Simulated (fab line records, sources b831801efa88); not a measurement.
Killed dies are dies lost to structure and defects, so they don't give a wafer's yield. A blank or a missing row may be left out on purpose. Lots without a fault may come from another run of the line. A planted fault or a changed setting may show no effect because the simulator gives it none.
Which tool did it? | flow sky130 | 12 lots, 36 wafers sampled, at 4 steps of a route of 708

WHAT THE GAUGES READ, wafer by wafer
SKY_NWELL_TW_MEAS_26. Usual: NWELL_2_TW 494, standard deviation 9.5.
lot  | measured     | on            | NWELL_2_TW  | flag
L964 | day 5 09:34  | film_metro-01 | 485 486 484 |
L965 | day 5 15:35  | film_metro-02 | 487 487 487 |
L966 | day 5 22:45  | film_metro-04 | 503 504 504 |
L967 | day 6 07:09  | film_metro-02 | 482 481 484 |
L969 | day 6 14:14  | film_metro-01 | 485 486 486 |
L971 | day 7 01:55  | film_metro-01 | 492 492 494 |
L972 | day 7 13:14  | film_metro-04 | 505 504 503 |
L979 | day 9 05:11  | film_metro-02 | 555 554 554 | OFF
L980 | day 9 10:26  | film_metro-04 | 582 579 582 | OFF
L983 | day 10 10:05 | film_metro-02 | 482 483 483 |
L986 | day 10 20:25 | film_metro-01 | 488 488 490 |
L987 | day 11 01:49 | film_metro-04 | 507 505 503 |

SKY_VT_ADJUST_LVTN_TW_MEAS_10. Usual: VT_ADJUST_LVTN_TW 243, standard deviation 3.3.
lot  | measured     | on            | VT_ADJUST_LVTN_TW | flag
L964 | day 7 00:20  | film_metro-02 | 233 234 234       |
L965 | day 7 06:26  | film_metro-04 | 245 245 244       |
L966 | day 7 14:35  | film_metro-04 | 244 245 244       |
L967 | day 7 23:35  | film_metro-02 | 235 235 235       |
L969 | day 8 07:47  | film_metro-03 | 246 245 245       |
L971 | day 8 20:22  | film_metro-03 | 246 245 245       |
L972 | day 9 07:29  | film_metro-03 | 245 245 245       |
L979 | day 11 01:38 | film_metro-03 | 243 244 243       |
L980 | day 11 07:41 | film_metro-03 | 243 244 246       |
L983 | day 12 09:44 | film_metro-04 | 245 245 244       |
L986 | day 12 21:23 | film_metro-03 | 243 242 243       |
L987 | day 13 03:37 | film_metro-04 | 242 242 243       |

SKY_SONOS_TUNNEL_OVL_MEAS_08. Usual: SONOS_TUNNEL_OVL 0.2 nm, standard deviation 1.8.
lot  | measured     | on         | SONOS_TUNNEL_OVL (nm) | flag
L964 | day 11 09:52 | overlay-02 | -2.6 -3.1 -0.2        |
L965 | day 11 18:27 | overlay-01 | -1.4 -2.4 -2.3        |
L966 | day 12 03:37 | overlay-01 | -0.9 0.4 -3.2         |
L967 | day 12 15:46 | overlay-02 | -2.6 -2.3 -1.2        |
L969 | day 13 00:42 | overlay-01 | 0.3 0.5 -0.4          |
L971 | day 13 16:08 | overlay-02 | -0.7 0.3 0.9          |
L972 | day 14 06:36 | overlay-02 | 3.3 3.2 2.0           |
L979 | day 16 09:53 | overlay-02 | -1.8 1.0 -2.1         |
L980 | day 16 19:01 | overlay-01 | 2.4 2.2 2.1           |
L983 | day 18 00:28 | overlay-01 | -1.8 0.9 1.2          |
L986 | day 18 15:34 | overlay-01 | 0.0 0.6 0.7           |
L987 | day 18 20:35 | overlay-02 | 1.0 1.5 0.2           |

WHICH TOOL RAN EACH LOT (tool, then ch and the chambers of the sampled wafers, then the start)
lot  | SKY_NWELL_IMPLANT_24
L964 | implanter-01 ch 0, day 5 09:19
L965 | implanter-04 ch 0, day 5 15:20
L966 | implanter-04 ch 0, day 5 22:31
L967 | implanter-01 ch 0, day 6 06:55
L969 | implanter-04 ch 0, day 6 13:59
L971 | implanter-04 ch 0, day 7 01:41
L972 | implanter-02 ch 0, day 7 12:59
L979 | implanter-01 ch 0, day 9 04:56
L980 | implanter-01 ch 0, day 9 10:11
L983 | implanter-02 ch 0, day 10 09:50
L986 | implanter-02 ch 0, day 10 20:10
L987 | implanter-04 ch 0, day 11 01:35
- SKY_NWELL_IMPLANT_24

WHAT THE TOOLS THEMSELVES READ (means of the sampled wafers that have a number; where no wafer has one, the mark that the record gives instead)
SKY_NWELL_IMPLANT_24. Usual: dose_ions_cm2 9.201e+12, standard deviation 1e+10; faraday_current_uA 51.8, standard deviation 0.99.
lot  | tool         | dose_ions_cm2 | faraday_current_uA | flag
L964 | implanter-01 | 9.194e+12     | 51.8               |
L965 | implanter-04 | 9.204e+12     | 51.5               |
L966 | implanter-04 | 9.196e+12     | 51.4               |
L967 | implanter-01 | 9.195e+12     | 52.5               |
L969 | implanter-04 | 9.198e+12     | 51.1               |
L971 | implanter-04 | 9.190e+12     | 52.1               |
L972 | implanter-02 | 9.207e+12     | 52.7               |
L979 | implanter-01 | 1.443e+13     | 80.1               | OFF
L980 | implanter-01 | 1.444e+13     | 81.4               | OFF
L983 | implanter-02 | 9.204e+12     | 51.8               |
L986 | implanter-02 | 9.189e+12     | 53.0               |
L987 | implanter-04 | 9.187e+12     | 51.2               |

THE ANSWER, worked out from the rows above alone
Rule: a lot is off if the mean of its wafers that have a number lies more than 3 standard deviations from the usual mean. A lot without any number at a reading at which 4 lots or more have one is off too. The other lots that the step has rows for count as sound. The gauges are gone through in route order, then the tools' own readings, and for those a lot's mean is taken as printed above. The first step at which some lot is off is used, and at that step the reading that is off furthest; a lot without a number counts as furthest.
Off: L979, L980, at SKY_NWELL_TW_MEAS_26 (NWELL_2_TW).
A tool fits if, at a process step before that reading, it ran every lot that is off, and no sound lot after the first of them. The gauges at SKY_NWELL_TW_MEAS_26 aren't tried: what is off there is off at SKY_NWELL_IMPLANT_24 too, on other tools, and a gauge's error can't cause that. One fits: implanter-01 at SKY_NWELL_IMPLANT_24. Its last sound lot is L967 (day 6 06:55), its first lot that is off L979 (day 9 04:56): a fault that began between those two fits.
The tool's own readings at SKY_NWELL_IMPLANT_24 bear it out: on the lots that are off they differ by more than 5 times the standard deviation of the sound lots' means. dose_ions_cm2 reads 1.444e+13 there against 9.196e+12 on the sound lots; faraday_current_uA reads 80.8 there against 51.9 on the sound lots.

WHAT THE SIMULATOR HAD PUT IN
Process parameter drift: implanter-01, from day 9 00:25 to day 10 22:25, at SKY_NWELL_IMPLANT_24. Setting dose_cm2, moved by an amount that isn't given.
Lots struck among those shown: L979, L980. The rule above found the same.
